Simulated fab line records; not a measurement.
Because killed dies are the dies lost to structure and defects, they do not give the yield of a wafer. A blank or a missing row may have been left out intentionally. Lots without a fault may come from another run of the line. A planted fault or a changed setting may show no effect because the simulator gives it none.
A sampling plan put to the test	flow gf180mcu	one fab line, 56 faults that these records tell of, each judged on the records of the lots that it struck; 1 more is left out, because the records don't allow judging it
What counts as the plan is the set of the line's own looks, namely the steps on the route at which a gauge or an inspection reads a wafer and does not change it. A look can be judged if struck wafers have a number there and the file gives its usual mean and standard deviation on fault-free wafers. Caught: the struck wafers' mean, at a look after the fault's first step, is 4 or more of those standard deviations (sigma) away from the usual mean. On the tool: the test repeated on the tool's own readings taken at the fault's steps. A different recipe on the struck wafers counts as caught too, as does a record blank only for those wafers.

## THE FAULTS, as the simulator had put them in
1. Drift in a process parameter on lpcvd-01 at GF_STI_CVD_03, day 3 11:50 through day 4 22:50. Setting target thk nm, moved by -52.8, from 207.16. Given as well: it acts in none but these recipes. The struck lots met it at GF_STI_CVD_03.
2. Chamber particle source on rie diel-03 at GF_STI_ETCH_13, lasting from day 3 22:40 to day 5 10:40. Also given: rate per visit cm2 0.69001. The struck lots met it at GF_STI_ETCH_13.
3. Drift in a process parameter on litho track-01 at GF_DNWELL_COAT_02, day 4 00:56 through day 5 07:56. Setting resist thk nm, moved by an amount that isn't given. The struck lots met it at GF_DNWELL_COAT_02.
4. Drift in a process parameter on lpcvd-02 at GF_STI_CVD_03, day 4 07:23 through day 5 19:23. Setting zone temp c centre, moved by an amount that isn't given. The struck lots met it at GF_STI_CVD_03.
5. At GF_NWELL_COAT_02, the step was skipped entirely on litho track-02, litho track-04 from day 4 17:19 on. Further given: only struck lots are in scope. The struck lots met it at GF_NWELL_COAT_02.
6. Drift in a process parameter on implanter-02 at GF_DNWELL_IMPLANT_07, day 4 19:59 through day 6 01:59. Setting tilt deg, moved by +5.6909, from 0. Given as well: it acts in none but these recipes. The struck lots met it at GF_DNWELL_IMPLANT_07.
7. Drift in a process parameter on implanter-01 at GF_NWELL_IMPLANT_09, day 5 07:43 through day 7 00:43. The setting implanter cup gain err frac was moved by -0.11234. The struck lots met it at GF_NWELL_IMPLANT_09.
8. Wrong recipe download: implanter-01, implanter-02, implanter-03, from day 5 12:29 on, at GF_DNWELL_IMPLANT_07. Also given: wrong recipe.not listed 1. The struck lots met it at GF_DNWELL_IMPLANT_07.
9. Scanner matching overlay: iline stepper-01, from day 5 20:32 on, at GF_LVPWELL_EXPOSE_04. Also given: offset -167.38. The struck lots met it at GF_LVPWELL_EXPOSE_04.
10. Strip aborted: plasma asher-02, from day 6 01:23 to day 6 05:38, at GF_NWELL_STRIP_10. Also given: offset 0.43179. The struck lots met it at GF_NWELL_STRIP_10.
11. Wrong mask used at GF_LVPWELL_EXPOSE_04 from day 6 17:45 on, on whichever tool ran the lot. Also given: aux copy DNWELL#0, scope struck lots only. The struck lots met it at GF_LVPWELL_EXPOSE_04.
12. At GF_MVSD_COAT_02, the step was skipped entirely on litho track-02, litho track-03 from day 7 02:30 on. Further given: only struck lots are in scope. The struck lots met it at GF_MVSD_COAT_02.
13. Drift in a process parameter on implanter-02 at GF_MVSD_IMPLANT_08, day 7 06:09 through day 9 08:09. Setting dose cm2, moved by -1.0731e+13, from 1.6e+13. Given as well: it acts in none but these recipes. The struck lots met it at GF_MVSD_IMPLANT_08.
14. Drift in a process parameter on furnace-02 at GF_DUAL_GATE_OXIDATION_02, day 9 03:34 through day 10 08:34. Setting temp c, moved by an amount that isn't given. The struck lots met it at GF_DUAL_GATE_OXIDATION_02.
15. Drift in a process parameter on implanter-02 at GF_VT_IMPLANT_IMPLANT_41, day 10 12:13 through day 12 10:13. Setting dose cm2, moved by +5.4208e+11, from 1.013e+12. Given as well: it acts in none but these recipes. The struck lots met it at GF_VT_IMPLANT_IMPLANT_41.
16. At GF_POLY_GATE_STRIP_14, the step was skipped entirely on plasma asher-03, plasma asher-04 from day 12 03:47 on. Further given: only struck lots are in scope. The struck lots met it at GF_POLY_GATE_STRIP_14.
17. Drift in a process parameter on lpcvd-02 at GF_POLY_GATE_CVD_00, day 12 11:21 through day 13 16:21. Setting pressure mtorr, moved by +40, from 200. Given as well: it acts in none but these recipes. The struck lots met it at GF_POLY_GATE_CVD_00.
18. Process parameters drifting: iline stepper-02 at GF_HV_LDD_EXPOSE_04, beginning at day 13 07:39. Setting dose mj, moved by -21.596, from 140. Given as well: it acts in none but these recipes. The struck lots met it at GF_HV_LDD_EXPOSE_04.
19. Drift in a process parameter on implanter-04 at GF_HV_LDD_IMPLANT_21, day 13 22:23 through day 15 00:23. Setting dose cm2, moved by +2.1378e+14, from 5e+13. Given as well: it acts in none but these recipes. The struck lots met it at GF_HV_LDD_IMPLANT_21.
20. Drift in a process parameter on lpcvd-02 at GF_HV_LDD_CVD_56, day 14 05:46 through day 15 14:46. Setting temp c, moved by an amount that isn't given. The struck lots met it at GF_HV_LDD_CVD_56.
21. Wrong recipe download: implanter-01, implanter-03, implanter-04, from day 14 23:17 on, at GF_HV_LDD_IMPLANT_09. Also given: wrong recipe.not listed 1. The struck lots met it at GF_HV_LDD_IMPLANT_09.
22. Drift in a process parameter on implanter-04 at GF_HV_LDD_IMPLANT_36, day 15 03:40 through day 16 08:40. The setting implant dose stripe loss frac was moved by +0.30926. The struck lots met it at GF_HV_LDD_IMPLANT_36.
23. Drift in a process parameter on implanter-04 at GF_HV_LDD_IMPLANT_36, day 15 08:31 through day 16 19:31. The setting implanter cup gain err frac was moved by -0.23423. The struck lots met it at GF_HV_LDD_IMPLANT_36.
24. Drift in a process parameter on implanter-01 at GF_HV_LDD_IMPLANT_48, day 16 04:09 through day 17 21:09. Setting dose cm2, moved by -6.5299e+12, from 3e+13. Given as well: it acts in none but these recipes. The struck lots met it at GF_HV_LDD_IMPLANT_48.
25. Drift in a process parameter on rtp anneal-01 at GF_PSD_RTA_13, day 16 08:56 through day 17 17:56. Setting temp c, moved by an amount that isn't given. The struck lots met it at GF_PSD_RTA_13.
26. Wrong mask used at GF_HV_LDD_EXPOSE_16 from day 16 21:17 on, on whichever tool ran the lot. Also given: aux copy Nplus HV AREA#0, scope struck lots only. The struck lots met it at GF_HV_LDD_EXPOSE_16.
27. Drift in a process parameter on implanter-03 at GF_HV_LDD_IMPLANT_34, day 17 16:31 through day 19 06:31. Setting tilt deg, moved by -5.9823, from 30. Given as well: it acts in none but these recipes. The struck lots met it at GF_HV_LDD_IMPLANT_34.
28. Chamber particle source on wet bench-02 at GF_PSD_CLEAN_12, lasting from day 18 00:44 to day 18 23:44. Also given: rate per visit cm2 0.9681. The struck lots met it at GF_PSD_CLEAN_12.
29. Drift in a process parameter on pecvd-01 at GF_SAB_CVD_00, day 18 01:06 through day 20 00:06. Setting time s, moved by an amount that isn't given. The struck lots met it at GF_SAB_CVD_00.
30. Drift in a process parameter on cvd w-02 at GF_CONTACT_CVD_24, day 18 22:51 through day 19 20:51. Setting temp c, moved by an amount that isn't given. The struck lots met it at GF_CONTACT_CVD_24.
31. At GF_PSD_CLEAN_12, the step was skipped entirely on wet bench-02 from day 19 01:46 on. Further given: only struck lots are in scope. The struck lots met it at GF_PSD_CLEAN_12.
32. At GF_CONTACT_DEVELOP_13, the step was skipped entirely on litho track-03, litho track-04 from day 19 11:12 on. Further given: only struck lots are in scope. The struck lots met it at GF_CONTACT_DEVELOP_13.
33. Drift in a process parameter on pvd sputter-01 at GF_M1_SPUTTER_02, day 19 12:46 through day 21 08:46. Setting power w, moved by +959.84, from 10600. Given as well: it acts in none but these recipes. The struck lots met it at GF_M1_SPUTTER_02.
34. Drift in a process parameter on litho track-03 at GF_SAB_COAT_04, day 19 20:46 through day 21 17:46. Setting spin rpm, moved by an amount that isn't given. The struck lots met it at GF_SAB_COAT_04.
35. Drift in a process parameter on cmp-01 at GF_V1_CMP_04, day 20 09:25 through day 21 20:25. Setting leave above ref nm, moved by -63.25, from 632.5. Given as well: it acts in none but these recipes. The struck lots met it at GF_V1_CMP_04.
36. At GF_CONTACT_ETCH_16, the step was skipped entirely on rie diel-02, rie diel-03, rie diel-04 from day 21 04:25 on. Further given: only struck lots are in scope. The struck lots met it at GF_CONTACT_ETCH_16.
37. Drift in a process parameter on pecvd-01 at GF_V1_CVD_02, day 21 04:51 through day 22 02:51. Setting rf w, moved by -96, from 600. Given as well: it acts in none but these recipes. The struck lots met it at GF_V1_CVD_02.
38. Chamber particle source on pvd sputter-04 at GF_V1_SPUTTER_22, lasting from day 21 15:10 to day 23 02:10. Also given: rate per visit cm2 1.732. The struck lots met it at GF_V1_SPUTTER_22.
39. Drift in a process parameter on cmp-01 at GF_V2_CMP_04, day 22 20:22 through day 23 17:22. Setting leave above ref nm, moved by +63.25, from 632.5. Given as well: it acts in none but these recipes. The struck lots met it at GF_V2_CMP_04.
40. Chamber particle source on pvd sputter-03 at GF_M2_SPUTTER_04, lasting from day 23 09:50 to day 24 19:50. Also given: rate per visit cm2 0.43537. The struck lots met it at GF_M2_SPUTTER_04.
41. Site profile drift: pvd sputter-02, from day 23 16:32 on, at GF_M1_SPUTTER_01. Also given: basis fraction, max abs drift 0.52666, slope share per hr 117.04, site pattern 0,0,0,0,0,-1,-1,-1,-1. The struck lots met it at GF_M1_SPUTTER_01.
42. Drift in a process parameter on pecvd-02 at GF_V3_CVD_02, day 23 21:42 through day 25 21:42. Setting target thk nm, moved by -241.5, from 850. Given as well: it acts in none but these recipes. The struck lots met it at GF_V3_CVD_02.
43. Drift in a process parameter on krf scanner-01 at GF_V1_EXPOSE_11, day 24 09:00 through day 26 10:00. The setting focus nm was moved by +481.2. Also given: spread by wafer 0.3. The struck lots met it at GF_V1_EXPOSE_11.
44. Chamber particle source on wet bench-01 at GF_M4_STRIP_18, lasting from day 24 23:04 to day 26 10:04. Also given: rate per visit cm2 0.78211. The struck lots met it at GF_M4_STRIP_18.
45. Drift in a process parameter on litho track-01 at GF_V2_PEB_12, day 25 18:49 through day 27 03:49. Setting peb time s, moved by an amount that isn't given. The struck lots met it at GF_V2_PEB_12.
46. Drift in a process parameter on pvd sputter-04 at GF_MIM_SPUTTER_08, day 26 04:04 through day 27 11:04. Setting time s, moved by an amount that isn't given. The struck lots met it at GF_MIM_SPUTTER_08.
47. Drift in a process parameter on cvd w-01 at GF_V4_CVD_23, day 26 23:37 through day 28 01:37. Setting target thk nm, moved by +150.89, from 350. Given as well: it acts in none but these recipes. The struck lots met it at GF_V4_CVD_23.
48. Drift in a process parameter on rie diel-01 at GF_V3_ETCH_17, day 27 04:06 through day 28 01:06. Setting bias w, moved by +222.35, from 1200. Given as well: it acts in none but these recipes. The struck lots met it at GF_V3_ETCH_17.
49. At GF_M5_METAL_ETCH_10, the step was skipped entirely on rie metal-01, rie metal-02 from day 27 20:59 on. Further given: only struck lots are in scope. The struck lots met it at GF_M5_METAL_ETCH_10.
50. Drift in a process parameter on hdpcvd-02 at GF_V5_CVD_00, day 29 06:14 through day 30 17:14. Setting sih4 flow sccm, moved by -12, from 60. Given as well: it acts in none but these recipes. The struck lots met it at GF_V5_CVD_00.
51. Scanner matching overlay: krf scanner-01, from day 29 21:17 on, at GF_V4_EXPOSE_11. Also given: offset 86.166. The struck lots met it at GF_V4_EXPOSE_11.
52. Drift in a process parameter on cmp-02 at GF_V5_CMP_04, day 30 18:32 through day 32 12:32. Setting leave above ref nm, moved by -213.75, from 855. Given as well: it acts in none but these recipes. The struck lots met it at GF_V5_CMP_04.
53. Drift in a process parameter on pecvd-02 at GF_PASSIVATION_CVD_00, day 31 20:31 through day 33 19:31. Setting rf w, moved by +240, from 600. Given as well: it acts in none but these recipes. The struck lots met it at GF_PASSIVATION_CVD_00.
54. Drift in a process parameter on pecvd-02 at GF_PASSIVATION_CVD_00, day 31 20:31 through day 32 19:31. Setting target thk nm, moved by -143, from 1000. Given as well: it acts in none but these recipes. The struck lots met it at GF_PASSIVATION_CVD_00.
55. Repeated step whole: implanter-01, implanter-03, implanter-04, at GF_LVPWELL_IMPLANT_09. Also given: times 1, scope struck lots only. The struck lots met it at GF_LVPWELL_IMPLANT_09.
56. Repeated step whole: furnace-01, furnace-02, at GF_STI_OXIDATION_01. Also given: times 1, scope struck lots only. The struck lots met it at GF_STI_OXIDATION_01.

## WHAT THE PLAN SAW
fault	on the tool itself	first look that catches it	reading, sigma	median hours from its first step to that look	hours from the fault's start to the first struck lot there	judged looks passed uncaught
1	under 2 sigma	GF_STI_THK_MEAS_04	STI_CVD_03_THK -31	2.0	9	0
2	under 2 sigma	no look after it can be judged	-	-	-	0
3	under 2 sigma	GF_NWELL_TW_MEAS_11	NWELL_TW +19	22.9	30	0
4	spike tc centre C -20 sigma	GF_STI_THK_MEAS_04	STI_CVD_03_THK -9.6	2.0	5	0
5	the tool's record is blank for the struck wafers	GF_LVPWELL_TW_MEAS_11	LVPWELL_TW +99 or beyond	23.6	27	0
6	tilt deg +99 or beyond sigma	GF_DNWELL_TW_MEAS_09	DNWELL_TW +16	0.2	6	0
7	beam on s +7.0 sigma	GF_VT_IMPLANT_RS_MEAS_47	NWELL_RS -6.7	114.5	115	0
8	no reading that can be judged	GF_DNWELL_TW_MEAS_09	DNWELL_TW +99 or beyond	0.2	2	0
9	no reading that can be judged	GF_LVPWELL_OVL_MEAS_07	LVPWELL_OVL -99 or beyond	7.1	10	0
10	oes product au +51 sigma	GF_LVPWELL_TW_MEAS_11	LVPWELL_TW -5.1	16.0	20	0
11	under 2 sigma	GF_LVPWELL_TW_MEAS_11	LVPWELL_TW -90	7.9	12	0
12	the tool's record is blank for the struck wafers	GF_MVPSD_TW_MEAS_11	MVPSD_TW +99 or beyond	25.4	28	0
13	dose ions cm2 -99 or beyond sigma	GF_MVSD_TW_MEAS_11	MVSD_TW -21	0.4	3	0
14	tube center temp C -93 sigma	GF_DUAL_GATE_THK_MEAS_03	DUAL_GATE_OXIDATION_00_THK -4.5	1.5	5	0
15	dose ions cm2 +99 or beyond sigma	GF_VT_IMPLANT_TW_MEAS_43	VT_IMPLANT_4_TW +13	0.2	10	0
16	the tool's record is blank for the struck wafers	no look after it can be judged	-	-	-	0
17	pressure mtorr +97 sigma	GF_POLY_GATE_THK_MEAS_01	POLY_GATE_CVD_00_THK +10	2.0	6	0
18	exposure dose mJ cm2 -99 or beyond sigma	GF_HV_LDD_CD_MEAS_07	cd nm -18	10.0	17	0
19	dose ions cm2 +99 or beyond sigma	GF_HV_LDD_TW_MEAS_23	HV_LDD_2_TW +70	0.2	6	0
20	susceptor temp C -66 sigma	GF_HV_LDD_THK_MEAS_57	HV_LDD_CVD_56_THK -33	1.8	5	0
21	no reading that can be judged	GF_HV_LDD_TW_MEAS_11	HV_LDD_TW -20	0.2	1	0
22	under 2 sigma	GF_HV_LDD_RS_MEAS_53	HV_LDD_RS +4.1	22.4	24	0
23	beam on s +17 sigma	GF_HV_LDD_RS_MEAS_53	HV_LDD_RS -7.4	22.4	25	2
24	dose ions cm2 -99 or beyond sigma	GF_HV_LDD_TW_MEAS_50	HV_LDD_4_TW -7.5	0.2	5	0
25	wafer_temp_C_max +6.5 sigma	GF_PSD_RS_MEAS_14	NSD_RS -15	0.1	4	0
26	under 2 sigma	GF_HV_LDD_TW_MEAS_23	HV_LDD_2_TW -99 or beyond	11.5	16	0
27	tilt deg -99 or beyond sigma	none of the 2 looks that can be judged after it	-	-	-	2
28	under 2 sigma	not the one look that can be judged after it	-	-	-	1
29	under 2 sigma	none of the 3 looks that can be judged after it	-	-	-	3
30	susceptor temp C +13 sigma	none of the 2 looks that can be judged after it	strongest: CONTACT_W_THK at GF_CONTACT_THK_MEAS_26, +2.9	-	-	2
31	no reading that can be judged	no look after it can be judged	-	-	-	0
32	no reading that can be judged	no look after it can be judged	-	-	-	0
33	cathode dc power W +99 or beyond sigma	GF_M1_RS_MEAS_05	M1_ALCU_RS -5.7	0.1	3	0
34	spin speed rpm +70 sigma	no look after it can be judged	-	-	-	0
35	only faintly: time to endpoint s +3.3 sigma	no look after it can be judged	-	-	-	0
36	the tool's record is blank for the struck wafers	no look after it can be judged	-	-	-	0
37	rf fwd power W -37 sigma	not the one look that can be judged after it	strongest: V1_CVD_02_THK at GF_V1_THK_MEAS_03, -2.6	-	-	1
38	under 2 sigma	not the one look that can be judged after it	-	-	-	1
39	only faintly: time to endpoint s -3.9 sigma	no look after it can be judged	-	-	-	0
40	under 2 sigma	none of the 3 looks that can be judged after it	-	-	-	3
41	under 2 sigma	none of the 7 looks that can be judged after it	-	-	-	7
42	under 2 sigma	GF_V3_THK_MEAS_03	V3_CVD_02_THK -20	0.1	13	0
43	exposure dose mJ cm2 -33 sigma	GF_V1_CD_MEAS_14	cd nm +6.1	10.7	32	0
44	no reading that can be judged	not the one look that can be judged after it	-	-	-	1
45	heater power total W +79 sigma	GF_V2_CD_MEAS_14	cd nm -4.8	0.3	4	0
46	under 2 sigma	GF_MIM_RS_MEAS_10	MIM_ALCU_RS +33	0.1	3	0
47	under 2 sigma	GF_V4_RS_MEAS_24	V4_W_RS -20	0.1	7	0
48	bias w +67 sigma	no look after it can be judged	-	-	-	0
49	the tool's record is blank for the struck wafers	no look after it can be judged	-	-	-	0
50	sih4 flow sccm -66 sigma	GF_V5_THK_MEAS_01	V5_CVD_00_THK -17	0.0	2	0
51	no reading that can be judged	GF_V4_OVL_MEAS_15	V4_OVL +17	8.7	14	0
52	under 2 sigma	not the one look that can be judged after it	-	-	-	1
53	rf fwd power W +99 or beyond sigma	GF_PASSIVATION_THK_MEAS_01	PASSIVATION_CVD_00_THK +6.5	0.1	2	0
54	under 2 sigma	GF_PASSIVATION_THK_MEAS_01	PASSIVATION_CVD_00_THK -8.2	0.1	2	0
55	under 2 sigma	GF_LVPWELL_TW_MEAS_11	LVPWELL_TW +5.6	0.6	-	0
56	no reading that can be judged	GF_STI_THK_MEAS_02	STI_OXIDATION_THK +42	4.2	-	0
A dash: this means the fault isn't caught or the number doesn't appear in these records.

Caught at a look: 36 of 56. Caught on the tool: 29 of 56. By one or the other: 44 of 56.
On the tool alone, faults 16, 27, 30, 34, 36, 37, 48, 49 were caught.
Caught at a look alone: faults 1, 3, 8, 9, 11, 21, 22, 26, 42, 46, 47, 51, 54, 55, 56.
Caught by neither: faults 2, 28, 29, 31, 32, 35, 38, 39, 40, 41, 44, 52.

## THINNER SAMPLING
In the worst case, this is how late the first struck lot would be measured if the look that catches a fault measured only every second or every third lot, by lot number:
fault	struck lots at that look, in order of time	every lot	every second lot	every third lot
1	L361, L362, L365	9 h	14 h	may miss all 3
3	L528, L533	30 h	49 h	may miss all 2
4	L126, L128	5 h	may miss all 2	may miss all 2
5	L678, L677	27 h	28 h	may miss all 2
6	L417, L419	6 h	may miss all 2	may miss all 2
7	L590, L592	115 h	may miss all 2	may miss all 2
8	L634, L635	2 h	10 h	may miss all 2
9	L494, L496	10 h	may miss all 2	may miss all 2
10	L194	20 h	may miss it	may miss it
11	L749	12 h	may miss it	may miss it
12	L433, L434, L435	28 h	37 h	46 h
13	L313, L315	3 h	may miss all 2	may miss all 2
14	L314, L315, L316	5 h	9 h	24 h
15	L808, L813	10 h	45 h	may miss all 2
17	L349, L350, L352	6 h	15 h	may miss all 3
18	L669, L673	17 h	may miss all 2	may miss all 2
19	L621, L624	6 h	24 h	may miss all 2
20	L235, L237	5 h	may miss all 2	may miss all 2
21	L922, L923	1 h	11 h	may miss all 2
22	L191, L192, L194	24 h	30 h	may miss all 3
23	L917, L919, L920	25 h	55 h	may miss all 3
24	L767, L768	5 h	13 h	may miss all 2
25	L421, L422	4 h	23 h	may miss all 2
26	L984	16 h	may miss it	may miss it
33	L964, L968	3 h	may miss all 2	may miss all 2
42	L347, L350	13 h	35 h	may miss all 2
43	L676	32 h	may miss it	may miss it
45	L144, L145	4 h	19 h	may miss all 2
46	L448, L449	3 h	13 h	may miss all 2
47	L188, L187, L189	7 h	12 h	15 h
50	L133, L134, L135, L137	2 h	8 h	11 h
51	L901, L904	14 h	40 h	may miss all 2
53	L815, L818, L820	2 h	21 h	may miss all 3
54	L314, L317	2 h	21 h	may miss all 2
Hours count from the start of the fault until the first struck lot that is measured. The limit of 4 sigma was tested on all struck wafers together, so one lot alone may lie under it. Other struck lots may not be in these records.

## THE LONGEST TIMED WAY FROM STEP TO LOOK
In fault 7, a median of 114.5 hours elapses between GF_NWELL_IMPLANT_09 and GF_VT_IMPLANT_RS_MEAS_47. No look between them can be judged.
